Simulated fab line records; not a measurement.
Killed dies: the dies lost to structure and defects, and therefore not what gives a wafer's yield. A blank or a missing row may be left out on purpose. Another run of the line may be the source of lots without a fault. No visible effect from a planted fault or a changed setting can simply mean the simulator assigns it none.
Which of the tools did it?	flow sky130	45 wafers from 15 lots sampled at 3 of the route's 708 steps

## WHAT THE GAUGES SHOWED, per wafer
SKY_LI_CONTACT_BOW_MEAS_03.
lot	measured	on	LI_CONTACT_BOW (um)
L797	day 29 10:44	filmMetro-01	54 49 51
L800	day 29 12:20	filmMetro-03	49 59 59
L801	day 29 13:10	filmMetro-03	52 63 60
L802	day 30 11:53	filmMetro-01	55 56 60
L803	day 30 11:59	filmMetro-04	65 48 53
L804	day 30 18:44	filmMetro-04	60 64 58
L808	day 32 02:50	filmMetro-01	57 54 54
L809	day 32 03:26	filmMetro-01	46 51 59
L813	day 33 15:07	filmMetro-01	51 59 63
L814	day 34 06:38	filmMetro-04	59 56 57
L815	day 34 06:59	filmMetro-01	65 63 59
L816	day 34 17:17	filmMetro-03	42 57 47
L817	day 34 20:17	filmMetro-03	47 44 50
L818	day 35 00:08	filmMetro-03	58 48 56
L819	day 35 10:16	filmMetro-01	53 54 55

SKY_LI_CONTACT_CD_MEAS_12: the cd target is 170 nm.
lot	measured	on	cdNm (nm)
L797	day 30 13:52	cdSem-01	170.5 169.9 172.2
L800	day 30 16:40	cdSem-01	168.2 168.7 166.2
L801	day 30 17:08	cdSem-01	169.3 170.0 169.1
L802	day 31 14:47	cdSem-02	168.7 169.0 169.4
L803	day 31 14:55	cdSem-01	169.8 170.5 170.0
L804	day 31 22:27	cdSem-02	168.5 170.4 170.5
L808	day 33 05:00	cdSem-02	167.5 168.4 169.4
L809	day 33 05:48	cdSem-01	171.1 169.8 168.5
L813	day 34 17:24	cdSem-01	- - -
L814	day 35 09:32	cdSem-01	- - -
L815	day 35 09:42	cdSem-02	- - -
L816	day 35 19:03	cdSem-02	170.6 171.7 171.6
L817	day 35 22:03	cdSem-01	170.3 170.4 171.3
L818	day 36 01:18	cdSem-01	170.4 168.7 167.9
L819	day 36 13:20	cdSem-02	169.3 168.8 168.7

## WHAT TOOL EACH LOT RAN ON (gives the tool, then ch and the chambers of the sampled wafers, and finally the start)
lot	SKY_LI_CONTACT_EXPOSE_09
L797	krfScanner-01 ch 0, day 30 00:52
L800	krfScanner-01 ch 0, day 30 02:27
L801	krfScanner-02 ch 0, day 30 03:20
L802	krfScanner-02 ch 0, day 31 01:38
L803	krfScanner-02 ch 0, day 31 02:16
L804	krfScanner-02 ch 0, day 31 08:41
L808	krfScanner-01 ch 0, day 32 16:20
L809	krfScanner-02 ch 0, day 32 17:07
L813	krfScanner-01, day 34 04:47
L814	krfScanner-02, day 34 20:23
L815	krfScanner-01, day 34 20:37
L816	krfScanner-02 ch 0, day 35 07:05
L817	krfScanner-01 ch 0, day 35 09:28
L818	krfScanner-01 ch 0, day 35 12:30
L819	krfScanner-01 ch 0, day 35 23:35
- SKY_LI_CONTACT_EXPOSE_09: exposes mask LICM1, target cd 170 nm.

## WHAT THE TOOLS THEMSELVES READ (means of the sampled wafers that have a number; where no wafer has one, the mark that the record gives instead)
SKY_LI_CONTACT_EXPOSE_09.
lot	tool	exposureDoseMJCm2	focusOffsetNm (nm)	stageVelMmS (mm/s)
L797	krfScanner-01	37.93	0.1	500.10
L800	krfScanner-01	37.94	-0.5	499.85
L801	krfScanner-02	38.00	0.5	499.85
L802	krfScanner-02	37.95	0.3	499.91
L803	krfScanner-02	38.02	0.2	499.80
L804	krfScanner-02	37.93	-0.6	499.66
L808	krfScanner-01	37.90	1.1	499.81
L809	krfScanner-02	37.98	-0.1	500.25
L813	krfScanner-01	-	-	-
L814	krfScanner-02	-	-	-
L815	krfScanner-01	-	-	-
L816	krfScanner-02	37.94	0.5	500.10
L817	krfScanner-01	37.87	-0.4	499.49
L818	krfScanner-01	37.89	0.6	499.93
L819	krfScanner-01	37.91	-0.2	500.01

## THE ANSWER, worked out from the rows above alone
Rule: what is usual is taken from the lots themselves. The widest of any qualifying gaps counts: lots, ordered by their means at a reading, are off when they make up no more than a third of the lots, leave a main group of 4 or more, and stand apart from it by 3 or more times the standard deviation of that group's means. A main group is skipped when, at the precision printed for the reading in the tables above, its means are all equal. A lot without any number at a reading at which 4 lots or more have one is off too. Any other lot the step has rows for is counted as sound. Order of review: gauges by route order, followed by the tools' own readings, for which a lot's mean as printed above is used. At the first step where some lot is off, the reading lying furthest off is the one used; lots without a number count as furthest.
Off at SKY_LI_CONTACT_CD_MEAS_12 (cdNm): L813, L814, L815. Without a number there: L813, L814, L815. The main group has a mean of 169.6 nm with a standard deviation of 1.
A tool fits if, at a process step before that reading, it ran every lot that is off, and no sound lot after the first of them. Not tried: the gauges at SKY_LI_CONTACT_CD_MEAS_12; whatever is off there is also off at SKY_LI_CONTACT_EXPOSE_09, on other tools, and gauge error can't account for it. No candidate that was tried fits.

## WHAT HAD BEEN PUT IN BY THE SIMULATOR
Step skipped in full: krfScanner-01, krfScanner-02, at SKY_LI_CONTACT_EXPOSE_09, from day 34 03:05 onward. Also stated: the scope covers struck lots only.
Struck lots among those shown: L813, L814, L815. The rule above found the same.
